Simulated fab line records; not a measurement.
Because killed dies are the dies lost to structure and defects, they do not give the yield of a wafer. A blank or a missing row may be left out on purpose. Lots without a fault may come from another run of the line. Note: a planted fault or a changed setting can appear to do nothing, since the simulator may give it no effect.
Which tool did it? / flow sfqLine / 14 lots, 42 wafers sampled, at 6 steps of a route of 325

## WHAT EACH GAUGE READ, for each wafer
SFQ_INCOMING_BOW_MEAS_900. Usual: INCOMING_BOW typically reads 0 um, with standard deviation 6.3.
lot=L801; measured=day 1 10:00; on=filmMetro-03; INCOMING_BOW (um)=1 -1 2; flag=
lot=L802; measured=day 1 15:02; on=filmMetro-01; INCOMING_BOW (um)=3 -1 2; flag=
lot=L803; measured=day 1 20:01; on=filmMetro-02; INCOMING_BOW (um)=-1 6 5; flag=
lot=L804; measured=day 2 01:00; on=filmMetro-03; INCOMING_BOW (um)=4 -6 -4; flag=
lot=L806; measured=day 2 11:01; on=filmMetro-01; INCOMING_BOW (um)=5 3 11; flag=
lot=L807; measured=day 2 16:04; on=filmMetro-03; INCOMING_BOW (um)=-2 12 4; flag=
lot=L808; measured=day 2 21:02; on=filmMetro-03; INCOMING_BOW (um)=9 -3 6; flag=
lot=L814; measured=day 4 03:01; on=filmMetro-02; INCOMING_BOW (um)=5 2 1; flag=
lot=L815; measured=day 4 08:01; on=filmMetro-03; INCOMING_BOW (um)=-10 3 6; flag=
lot=L816; measured=day 4 13:01; on=filmMetro-02; INCOMING_BOW (um)=-12 -8 -4; flag=
lot=L818; measured=day 4 23:01; on=filmMetro-02; INCOMING_BOW (um)=2 -1 -6; flag=
lot=L819; measured=day 5 04:02; on=filmMetro-01; INCOMING_BOW (um)=-4 -10 7; flag=
lot=L821; measured=day 5 14:01; on=filmMetro-03; INCOMING_BOW (um)=-2 -9 -4; flag=
lot=L823; measured=day 6 00:00; on=filmMetro-02; INCOMING_BOW (um)=-8 7 1; flag=

SFQ_JJ_RS_MEAS_929: measures by four-point-probe. Usual: JJ_NB_RS typically reads 1.043 ohm/sq, with standard deviation 0.011.
lot=L801; measured=day 48 06:08; on=filmMetro-02; JJ_NB_RS (ohm/sq)=1.041 1.027 1.022; flag=
lot=L802; measured=day 48 19:17; on=filmMetro-02; JJ_NB_RS (ohm/sq)=1.043 1.055 1.040; flag=
lot=L803; measured=day 50 07:19; on=filmMetro-03; JJ_NB_RS (ohm/sq)=1.051 1.037 1.054; flag=
lot=L804; measured=day 50 13:07; on=filmMetro-01; JJ_NB_RS (ohm/sq)=1.033 1.032 1.043; flag=
lot=L806; measured=day 50 20:20; on=filmMetro-02; JJ_NB_RS (ohm/sq)=1.057 1.054 1.047; flag=
lot=L807; measured=day 51 02:23; on=filmMetro-02; JJ_NB_RS (ohm/sq)=1.053 1.044 1.042; flag=
lot=L808; measured=day 51 07:00; on=filmMetro-01; JJ_NB_RS (ohm/sq)=1.044 1.036 1.039; flag=
lot=L814; measured=day 53 04:34; on=filmMetro-01; JJ_NB_RS (ohm/sq)=1.046 1.048 1.045; flag=
lot=L815; measured=day 53 11:23; on=filmMetro-01; JJ_NB_RS (ohm/sq)=1.054 1.039 1.045; flag=
lot=L816; measured=day 53 14:58; on=filmMetro-02; JJ_NB_RS (ohm/sq)=1.057 1.049 1.062; flag=
lot=L818; measured=day 54 00:34; on=filmMetro-03; JJ_NB_RS (ohm/sq)=1.050 1.047 1.059; flag=
lot=L819; measured=day 54 01:47; on=filmMetro-02; JJ_NB_RS (ohm/sq)=1.046 1.047 1.035; flag=
lot=L821; measured=day 54 08:58; on=filmMetro-02; JJ_NB_RS (ohm/sq)=1.048 1.036 1.039; flag=
lot=L823; measured=day 54 23:56; on=filmMetro-02; JJ_NB_RS (ohm/sq)=1.042 1.028 1.043; flag=

## WHICH TOOL RAN EACH LOT (tool, then ch and the chambers of the sampled wafers, then the start)
lot=L801; SFQ_TRILAYER_I0_VIA_ETCH_VIA_ETCH_034=rieDiel-04 ch 0,1,2, day 9 11:12; SFQ_TRILAYER_I3_VIA_BARC_OPEN_VIA_ETCH_121=rieDiel-03 ch 0,1, day 35 08:01; SFQ_TRILAYER_I3_VIA_ETCH_VIA_ETCH_088=rieDiel-03 ch 0,1, day 35 08:04; SFQ_TRILAYER_M4_LITHO_EXPOSE_094=krfScanner-02 ch 0, day 40 16:53
lot=L802; SFQ_TRILAYER_I0_VIA_ETCH_VIA_ETCH_034=rieDiel-02 ch 1,2, day 9 20:48; SFQ_TRILAYER_I3_VIA_BARC_OPEN_VIA_ETCH_121=rieDiel-04 ch 1,2,3, day 36 15:21; SFQ_TRILAYER_I3_VIA_ETCH_VIA_ETCH_088=rieDiel-04 ch 1,2,3, day 36 15:23; SFQ_TRILAYER_M4_LITHO_EXPOSE_094=krfScanner-01 ch 0, day 42 05:25
lot=L803; SFQ_TRILAYER_I0_VIA_ETCH_VIA_ETCH_034=rieDiel-01 ch 1,2,3, day 13 15:04; SFQ_TRILAYER_I3_VIA_BARC_OPEN_VIA_ETCH_121=rieDiel-03 ch 1,2,3, day 38 06:20; SFQ_TRILAYER_I3_VIA_ETCH_VIA_ETCH_088=rieDiel-03 ch 1,2,3, day 38 06:23; SFQ_TRILAYER_M4_LITHO_EXPOSE_094=krfScanner-01 ch 0, day 43 23:28
lot=L804; SFQ_TRILAYER_I0_VIA_ETCH_VIA_ETCH_034=rieDiel-04 ch 0,1,2, day 14 04:24; SFQ_TRILAYER_I3_VIA_BARC_OPEN_VIA_ETCH_121=rieDiel-04 ch 1,2,3, day 38 09:53; SFQ_TRILAYER_I3_VIA_ETCH_VIA_ETCH_088=rieDiel-04 ch 1,2,3, day 38 09:56; SFQ_TRILAYER_M4_LITHO_EXPOSE_094=krfScanner-01 ch 0, day 44 04:04
lot=L806; SFQ_TRILAYER_I0_VIA_ETCH_VIA_ETCH_034=rieDiel-01 ch 0,1,3, day 14 18:48; SFQ_TRILAYER_I3_VIA_BARC_OPEN_VIA_ETCH_121=rieDiel-02 ch 1,2,3, day 38 16:38; SFQ_TRILAYER_I3_VIA_ETCH_VIA_ETCH_088=rieDiel-02 ch 1,2,3, day 38 16:41; SFQ_TRILAYER_M4_LITHO_EXPOSE_094=krfScanner-01 ch 0, day 44 10:16
lot=L807; SFQ_TRILAYER_I0_VIA_ETCH_VIA_ETCH_034=rieDiel-01 ch 1,2, day 15 13:05; SFQ_TRILAYER_I3_VIA_BARC_OPEN_VIA_ETCH_121=rieDiel-04 ch 0,2,3, day 42 04:09; SFQ_TRILAYER_I3_VIA_ETCH_VIA_ETCH_088=rieDiel-04 ch 0,2,3, day 42 04:11; SFQ_TRILAYER_M4_LITHO_EXPOSE_094=krfScanner-02, day 44 15:01
lot=L808; SFQ_TRILAYER_I0_VIA_ETCH_VIA_ETCH_034=rieDiel-01 ch 1,2,3, day 15 23:48; SFQ_TRILAYER_I3_VIA_BARC_OPEN_VIA_ETCH_121=rieDiel-02 ch 0,1,3, day 43 07:52; SFQ_TRILAYER_I3_VIA_ETCH_VIA_ETCH_088=rieDiel-02 ch 0,1,3, day 43 07:55; SFQ_TRILAYER_M4_LITHO_EXPOSE_094=krfScanner-02, day 44 16:01
lot=L814; SFQ_TRILAYER_I0_VIA_ETCH_VIA_ETCH_034=rieDiel-04 ch 1,2, day 18 09:28; SFQ_TRILAYER_I3_VIA_BARC_OPEN_VIA_ETCH_121=rieDiel-03 ch 2,3, day 46 10:39; SFQ_TRILAYER_I3_VIA_ETCH_VIA_ETCH_088=rieDiel-03 ch 2,3, day 46 10:41; SFQ_TRILAYER_M4_LITHO_EXPOSE_094=krfScanner-02 ch 0, day 46 12:50
lot=L815; SFQ_TRILAYER_I0_VIA_ETCH_VIA_ETCH_034=rieDiel-01 ch 2,3, day 18 14:16; SFQ_TRILAYER_I3_VIA_BARC_OPEN_VIA_ETCH_121=rieDiel-04 ch 0,3, day 46 15:27; SFQ_TRILAYER_I3_VIA_ETCH_VIA_ETCH_088=rieDiel-04 ch 0,3, day 46 15:29; SFQ_TRILAYER_M4_LITHO_EXPOSE_094=krfScanner-02 ch 0, day 46 22:44
lot=L816; SFQ_TRILAYER_I0_VIA_ETCH_VIA_ETCH_034=rieDiel-02 ch 0,1,2, day 18 16:40; SFQ_TRILAYER_I3_VIA_BARC_OPEN_VIA_ETCH_121=rieDiel-02 ch 0,1,2, day 46 20:22; SFQ_TRILAYER_I3_VIA_ETCH_VIA_ETCH_088=rieDiel-02 ch 0,1,2, day 46 20:25; SFQ_TRILAYER_M4_LITHO_EXPOSE_094=krfScanner-02 ch 0, day 46 23:56
lot=L818; SFQ_TRILAYER_I0_VIA_ETCH_VIA_ETCH_034=rieDiel-01 ch 0,1,2, day 19 11:52; SFQ_TRILAYER_I3_VIA_BARC_OPEN_VIA_ETCH_121=rieDiel-04 ch 0,1,3, day 47 06:06; SFQ_TRILAYER_I3_VIA_ETCH_VIA_ETCH_088=rieDiel-04 ch 0,1,3, day 47 06:08; SFQ_TRILAYER_M4_LITHO_EXPOSE_094=krfScanner-02 ch 0, day 47 08:17
lot=L819; SFQ_TRILAYER_I0_VIA_ETCH_VIA_ETCH_034=rieDiel-02 ch 0,1,3, day 19 13:04; SFQ_TRILAYER_I3_VIA_BARC_OPEN_VIA_ETCH_121=rieDiel-03 ch 0,2,3, day 47 10:54; SFQ_TRILAYER_I3_VIA_ETCH_VIA_ETCH_088=rieDiel-03 ch 0,2,3, day 47 10:56; SFQ_TRILAYER_M4_LITHO_EXPOSE_094=krfScanner-02 ch 0, day 47 13:40
lot=L821; SFQ_TRILAYER_I0_VIA_ETCH_VIA_ETCH_034=rieDiel-04 ch 0,1,2, day 19 22:40; SFQ_TRILAYER_I3_VIA_BARC_OPEN_VIA_ETCH_121=rieDiel-02 ch 1,2,3, day 47 18:06; SFQ_TRILAYER_I3_VIA_ETCH_VIA_ETCH_088=rieDiel-02 ch 1,2,3, day 47 18:08; SFQ_TRILAYER_M4_LITHO_EXPOSE_094=krfScanner-02 ch 0, day 47 20:17
lot=L823; SFQ_TRILAYER_I0_VIA_ETCH_VIA_ETCH_034=rieDiel-01 ch 1,2, day 20 17:52; SFQ_TRILAYER_I3_VIA_BARC_OPEN_VIA_ETCH_121=rieDiel-04 ch 0,1, day 48 04:54; SFQ_TRILAYER_I3_VIA_ETCH_VIA_ETCH_088=rieDiel-04 ch 0,1, day 48 04:56; SFQ_TRILAYER_M4_LITHO_EXPOSE_094=krfScanner-02 ch 0, day 48 06:53
- SFQ_TRILAYER_I0_VIA_ETCH_VIA_ETCH_034: etches SiO2 in CHF3, stops on Nb, target depth 260 nm.
- SFQ_TRILAYER_I3_VIA_BARC_OPEN_VIA_ETCH_121: etches BARC in O2, target depth 125 nm, time 41.7 s.
- SFQ_TRILAYER_I3_VIA_ETCH_VIA_ETCH_088: etches SiO2 in CHF3, stops on Nb, target depth 260 nm.
- SFQ_TRILAYER_M4_LITHO_EXPOSE_094: exposes mask M4, target cd 500 nm.

## AS READ BY THE TOOLS THEMSELVES (means over the sampled wafers that have a number; for cases with no such wafer, the mark the record gives instead)
SFQ_TRILAYER_I0_VIA_ETCH_VIA_ETCH_034. Usual: biasW 80.00 W, standard deviation 0.23; chamberPressureMTorr 29.995 mTorr, standard deviation 0.027; drypumpMotorCurrentA 5.9 A, standard deviation 0.6; oesProductAu 0.854 a.u., standard deviation 0.0053; rfFwdPowerW 497.7 W, standard deviation 1.6.
lot=L801; tool=rieDiel-04; biasW (W)=80.13; chamberPressureMTorr (mTorr)=29.994; drypumpMotorCurrentA (A)=5.9; oesProductAu (a.u.)=0.852; rfFwdPowerW (W)=498.4; flag=
lot=L802; tool=rieDiel-02; biasW (W)=79.82; chamberPressureMTorr (mTorr)=30.027; drypumpMotorCurrentA (A)=6.4; oesProductAu (a.u.)=0.853; rfFwdPowerW (W)=497.3; flag=
lot=L803; tool=rieDiel-01; biasW (W)=80.23; chamberPressureMTorr (mTorr)=30.023; drypumpMotorCurrentA (A)=6.0; oesProductAu (a.u.)=0.854; rfFwdPowerW (W)=497.8; flag=
lot=L804; tool=rieDiel-04; biasW (W)=79.88; chamberPressureMTorr (mTorr)=29.994; drypumpMotorCurrentA (A)=6.0; oesProductAu (a.u.)=0.858; rfFwdPowerW (W)=498.2; flag=
lot=L806; tool=rieDiel-01; biasW (W)=80.01; chamberPressureMTorr (mTorr)=29.983; drypumpMotorCurrentA (A)=6.3; oesProductAu (a.u.)=0.851; rfFwdPowerW (W)=498.7; flag=
lot=L807; tool=rieDiel-01; biasW (W)=79.92; chamberPressureMTorr (mTorr)=29.979; drypumpMotorCurrentA (A)=6.1; oesProductAu (a.u.)=0.851; rfFwdPowerW (W)=498.3; flag=
lot=L808; tool=rieDiel-01; biasW (W)=79.85; chamberPressureMTorr (mTorr)=29.994; drypumpMotorCurrentA (A)=6.0; oesProductAu (a.u.)=0.853; rfFwdPowerW (W)=496.5; flag=
lot=L814; tool=rieDiel-04; biasW (W)=80.13; chamberPressureMTorr (mTorr)=29.988; drypumpMotorCurrentA (A)=6.3; oesProductAu (a.u.)=0.856; rfFwdPowerW (W)=498.6; flag=
lot=L815; tool=rieDiel-01; biasW (W)=80.02; chamberPressureMTorr (mTorr)=30.013; drypumpMotorCurrentA (A)=5.9; oesProductAu (a.u.)=0.859; rfFwdPowerW (W)=496.6; flag=
lot=L816; tool=rieDiel-02; biasW (W)=80.20; chamberPressureMTorr (mTorr)=30.001; drypumpMotorCurrentA (A)=5.9; oesProductAu (a.u.)=0.855; rfFwdPowerW (W)=496.4; flag=
lot=L818; tool=rieDiel-01; biasW (W)=79.91; chamberPressureMTorr (mTorr)=29.980; drypumpMotorCurrentA (A)=5.8; oesProductAu (a.u.)=0.852; rfFwdPowerW (W)=496.6; flag=
lot=L819; tool=rieDiel-02; biasW (W)=80.09; chamberPressureMTorr (mTorr)=29.989; drypumpMotorCurrentA (A)=5.5; oesProductAu (a.u.)=0.857; rfFwdPowerW (W)=497.5; flag=
lot=L821; tool=rieDiel-04; biasW (W)=80.05; chamberPressureMTorr (mTorr)=29.989; drypumpMotorCurrentA (A)=5.9; oesProductAu (a.u.)=0.857; rfFwdPowerW (W)=497.8; flag=
lot=L823; tool=rieDiel-01; biasW (W)=80.08; chamberPressureMTorr (mTorr)=29.983; drypumpMotorCurrentA (A)=6.1; oesProductAu (a.u.)=0.857; rfFwdPowerW (W)=497.5; flag=

SFQ_TRILAYER_I3_VIA_BARC_OPEN_VIA_ETCH_121. Usual: biasW 80.03 W, standard deviation 0.24; chamberPressureMTorr 30.001 mTorr, standard deviation 0.026; drypumpMotorCurrentA 5.9 A, standard deviation 0.55; oesProductAu 0.685 a.u., standard deviation 0.0045; rfFwdPowerW 494.4 W, standard deviation 1.9.
lot=L801; tool=rieDiel-03; biasW (W)=79.84; chamberPressureMTorr (mTorr)=30.003; drypumpMotorCurrentA (A)=5.9; oesProductAu (a.u.)=0.682; rfFwdPowerW (W)=494.8; flag=
lot=L802; tool=rieDiel-04; biasW (W)=80.02; chamberPressureMTorr (mTorr)=30.012; drypumpMotorCurrentA (A)=6.2; oesProductAu (a.u.)=0.684; rfFwdPowerW (W)=494.2; flag=
lot=L803; tool=rieDiel-03; biasW (W)=80.11; chamberPressureMTorr (mTorr)=29.992; drypumpMotorCurrentA (A)=6.1; oesProductAu (a.u.)=0.691; rfFwdPowerW (W)=493.3; flag=
lot=L804; tool=rieDiel-04; biasW (W)=79.96; chamberPressureMTorr (mTorr)=29.988; drypumpMotorCurrentA (A)=6.1; oesProductAu (a.u.)=0.684; rfFwdPowerW (W)=495.1; flag=
lot=L806; tool=rieDiel-02; biasW (W)=79.97; chamberPressureMTorr (mTorr)=30.010; drypumpMotorCurrentA (A)=6.0; oesProductAu (a.u.)=0.683; rfFwdPowerW (W)=494.7; flag=
lot=L807; tool=rieDiel-04; biasW (W)=-; chamberPressureMTorr (mTorr)=-; drypumpMotorCurrentA (A)=-; oesProductAu (a.u.)=-; rfFwdPowerW (W)=-; flag=OFF
lot=L808; tool=rieDiel-02; biasW (W)=-; chamberPressureMTorr (mTorr)=-; drypumpMotorCurrentA (A)=-; oesProductAu (a.u.)=-; rfFwdPowerW (W)=-; flag=OFF
lot=L814; tool=rieDiel-03; biasW (W)=80.03; chamberPressureMTorr (mTorr)=29.993; drypumpMotorCurrentA (A)=6.1; oesProductAu (a.u.)=0.682; rfFwdPowerW (W)=494.1; flag=
lot=L815; tool=rieDiel-04; biasW (W)=80.38; chamberPressureMTorr (mTorr)=29.990; drypumpMotorCurrentA (A)=5.6; oesProductAu (a.u.)=0.682; rfFwdPowerW (W)=493.6; flag=
lot=L816; tool=rieDiel-02; biasW (W)=80.25; chamberPressureMTorr (mTorr)=30.015; drypumpMotorCurrentA (A)=5.8; oesProductAu (a.u.)=0.686; rfFwdPowerW (W)=494.3; flag=
lot=L818; tool=rieDiel-04; biasW (W)=79.86; chamberPressureMTorr (mTorr)=30.003; drypumpMotorCurrentA (A)=5.8; oesProductAu (a.u.)=0.688; rfFwdPowerW (W)=494.3; flag=
lot=L819; tool=rieDiel-03; biasW (W)=80.23; chamberPressureMTorr (mTorr)=30.018; drypumpMotorCurrentA (A)=6.3; oesProductAu (a.u.)=0.683; rfFwdPowerW (W)=494.8; flag=
lot=L821; tool=rieDiel-02; biasW (W)=79.96; chamberPressureMTorr (mTorr)=29.971; drypumpMotorCurrentA (A)=6.0; oesProductAu (a.u.)=0.680; rfFwdPowerW (W)=495.5; flag=
lot=L823; tool=rieDiel-04; biasW (W)=79.98; chamberPressureMTorr (mTorr)=30.016; drypumpMotorCurrentA (A)=6.0; oesProductAu (a.u.)=0.686; rfFwdPowerW (W)=495.7; flag=

SFQ_TRILAYER_I3_VIA_ETCH_VIA_ETCH_088. Usual: biasW 79.98 W, standard deviation 0.22; chamberPressureMTorr 29.999 mTorr, standard deviation 0.028; drypumpMotorCurrentA 5.9 A, standard deviation 0.55; oesProductAu 0.854 a.u., standard deviation 0.005; rfFwdPowerW 497.9 W, standard deviation 1.6.
lot=L801; tool=rieDiel-03; biasW (W)=79.93; chamberPressureMTorr (mTorr)=30.025; drypumpMotorCurrentA (A)=5.9; oesProductAu (a.u.)=0.855; rfFwdPowerW (W)=498.2; flag=
lot=L802; tool=rieDiel-04; biasW (W)=79.98; chamberPressureMTorr (mTorr)=30.001; drypumpMotorCurrentA (A)=6.1; oesProductAu (a.u.)=0.852; rfFwdPowerW (W)=497.9; flag=
lot=L803; tool=rieDiel-03; biasW (W)=79.81; chamberPressureMTorr (mTorr)=30.033; drypumpMotorCurrentA (A)=6.0; oesProductAu (a.u.)=0.857; rfFwdPowerW (W)=498.2; flag=
lot=L804; tool=rieDiel-04; biasW (W)=79.99; chamberPressureMTorr (mTorr)=29.968; drypumpMotorCurrentA (A)=6.1; oesProductAu (a.u.)=0.853; rfFwdPowerW (W)=497.6; flag=
lot=L806; tool=rieDiel-02; biasW (W)=79.90; chamberPressureMTorr (mTorr)=30.000; drypumpMotorCurrentA (A)=6.0; oesProductAu (a.u.)=0.858; rfFwdPowerW (W)=498.3; flag=
lot=L807; tool=rieDiel-04; biasW (W)=79.91; chamberPressureMTorr (mTorr)=29.997; drypumpMotorCurrentA (A)=5.7; oesProductAu (a.u.)=0.376; rfFwdPowerW (W)=497.5; flag=OFF
lot=L808; tool=rieDiel-02; biasW (W)=79.89; chamberPressureMTorr (mTorr)=29.996; drypumpMotorCurrentA (A)=5.5; oesProductAu (a.u.)=0.380; rfFwdPowerW (W)=498.4; flag=OFF
lot=L814; tool=rieDiel-03; biasW (W)=80.02; chamberPressureMTorr (mTorr)=29.963; drypumpMotorCurrentA (A)=6.1; oesProductAu (a.u.)=0.858; rfFwdPowerW (W)=497.7; flag=
lot=L815; tool=rieDiel-04; biasW (W)=79.99; chamberPressureMTorr (mTorr)=30.010; drypumpMotorCurrentA (A)=5.6; oesProductAu (a.u.)=0.852; rfFwdPowerW (W)=497.8; flag=
lot=L816; tool=rieDiel-02; biasW (W)=79.92; chamberPressureMTorr (mTorr)=29.999; drypumpMotorCurrentA (A)=5.8; oesProductAu (a.u.)=0.853; rfFwdPowerW (W)=499.2; flag=
lot=L818; tool=rieDiel-04; biasW (W)=80.09; chamberPressureMTorr (mTorr)=29.975; drypumpMotorCurrentA (A)=5.8; oesProductAu (a.u.)=0.855; rfFwdPowerW (W)=496.6; flag=
lot=L819; tool=rieDiel-03; biasW (W)=80.29; chamberPressureMTorr (mTorr)=30.001; drypumpMotorCurrentA (A)=6.3; oesProductAu (a.u.)=0.855; rfFwdPowerW (W)=498.4; flag=
lot=L821; tool=rieDiel-02; biasW (W)=80.18; chamberPressureMTorr (mTorr)=29.976; drypumpMotorCurrentA (A)=6.0; oesProductAu (a.u.)=0.850; rfFwdPowerW (W)=498.4; flag=
lot=L823; tool=rieDiel-04; biasW (W)=80.15; chamberPressureMTorr (mTorr)=30.015; drypumpMotorCurrentA (A)=6.0; oesProductAu (a.u.)=0.858; rfFwdPowerW (W)=497.4; flag=

SFQ_TRILAYER_M4_LITHO_EXPOSE_094. Usual: exposureDoseMJCm2 14.399, standard deviation 0.015; focusOffsetNm -0.1 nm, standard deviation 0.58.
lot=L801; tool=krfScanner-02; exposureDoseMJCm2=14.383; focusOffsetNm (nm)=-0.3; flag=
lot=L802; tool=krfScanner-01; exposureDoseMJCm2=14.418; focusOffsetNm (nm)=-0.4; flag=
lot=L803; tool=krfScanner-01; exposureDoseMJCm2=14.365; focusOffsetNm (nm)=-1.0; flag=
lot=L804; tool=krfScanner-01; exposureDoseMJCm2=14.400; focusOffsetNm (nm)=0.1; flag=
lot=L806; tool=krfScanner-01; exposureDoseMJCm2=14.402; focusOffsetNm (nm)=0.2; flag=
lot=L807; tool=krfScanner-02; exposureDoseMJCm2=-; focusOffsetNm (nm)=-; flag=OFF
lot=L808; tool=krfScanner-02; exposureDoseMJCm2=-; focusOffsetNm (nm)=-; flag=OFF
lot=L814; tool=krfScanner-02; exposureDoseMJCm2=14.405; focusOffsetNm (nm)=-0.4; flag=
lot=L815; tool=krfScanner-02; exposureDoseMJCm2=14.393; focusOffsetNm (nm)=0.2; flag=
lot=L816; tool=krfScanner-02; exposureDoseMJCm2=14.380; focusOffsetNm (nm)=-0.5; flag=
lot=L818; tool=krfScanner-02; exposureDoseMJCm2=14.390; focusOffsetNm (nm)=-0.6; flag=
lot=L819; tool=krfScanner-02; exposureDoseMJCm2=14.390; focusOffsetNm (nm)=-0.5; flag=
lot=L821; tool=krfScanner-02; exposureDoseMJCm2=14.402; focusOffsetNm (nm)=0.5; flag=
lot=L823; tool=krfScanner-02; exposureDoseMJCm2=14.408; focusOffsetNm (nm)=-0.4; flag=

## THE ANSWER, worked out from the rows above alone
Rule: a lot is off if the mean of its wafers that have a number lies more than 3 standard deviations from the usual mean. Also off: a lot with no number at a reading for which 4 or more lots have one. The other lots that the step has rows for count as sound. Order of review: gauges by route order, followed by the tools' own readings, for which a lot's mean as printed above is used. The first step at which some lot is off is used, and at that step the reading that is off furthest; a lot without a number counts as furthest.
Off, at SFQ_TRILAYER_I3_VIA_BARC_OPEN_VIA_ETCH_121 on biasW: L807, L808. Without a number there: L807, L808.
A tool fits if, at that step or a process step before it, it ran every lot that is off, and no sound lot after the first of them. Not one of the candidates tried fits.

## WHAT THE SIMULATOR PUT IN
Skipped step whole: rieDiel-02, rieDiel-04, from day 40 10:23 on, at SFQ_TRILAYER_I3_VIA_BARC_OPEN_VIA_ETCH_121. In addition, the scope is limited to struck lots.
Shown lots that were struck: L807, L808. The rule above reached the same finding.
